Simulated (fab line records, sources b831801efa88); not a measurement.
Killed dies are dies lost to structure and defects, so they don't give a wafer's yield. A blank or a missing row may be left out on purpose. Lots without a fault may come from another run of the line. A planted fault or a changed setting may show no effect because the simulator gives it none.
One fault seen from 2 desks | flow sky130 | each desk has only its own numbers; what lay behind them comes last

THE METROLOGY DESK
What the gauges read, lot by lot, whatever tool the lot ran on: means of the sampled wafers that have a number. A lot is out of limits, marked OUT, if its mean lies more than 4 standard deviations from the usual mean; the brackets give that distance.
Columns: A = VT_ADJUST_HVTP_TW at SKY_VT_ADJUST_HVTP_TW_MEAS_11, usual 1348
lot  | first seen here | A
L408 | day 6 05:18     | 1340
L409 | day 6 07:28     | 1350
L411 | day 6 19:09     | 1348
L412 | day 7 03:20     | 1354
L414 | day 7 15:42     | 1345
L415 | day 7 23:37     | 1347
L416 | day 8 00:54     | 1341
L417 | day 8 08:16     | 1348
L419 | day 8 22:52     | 1360
L420 | day 9 11:42     | 1349
L428 | day 11 15:17    | 1355
L431 | day 12 11:11    | 1348
This desk's finding: nothing out of limits on any of the 12 lots.

THE TOOL OWNER'S DESK: litho_track-02
The tool's own readings at SKY_VT_ADJUST_LVTN_COAT_02 (resist thk 3000 nm): means of the sampled wafers that have a number, for each lot that ran on this tool. A lot is out of limits, marked OUT, if its mean lies more than 4 standard deviations from the usual mean; the brackets give that distance.
Columns: A = exhaust_pa at SKY_VT_ADJUST_LVTN_COAT_02, usual 45.0 Pa
lot  | first seen here | A
L415 | day 8 09:37     | 46.0
L416 | day 8 10:53     | 46.6
L419 | day 9 09:46     | 46.2
L420 | day 9 22:20     | 44.4
This desk's finding: nothing out of limits on any of the 4 lots.

PUT TOGETHER
The metrology desk saw nothing out of limits.
The tool owner's desk saw nothing out of limits.

WHAT THE SIMULATOR HAD PUT IN
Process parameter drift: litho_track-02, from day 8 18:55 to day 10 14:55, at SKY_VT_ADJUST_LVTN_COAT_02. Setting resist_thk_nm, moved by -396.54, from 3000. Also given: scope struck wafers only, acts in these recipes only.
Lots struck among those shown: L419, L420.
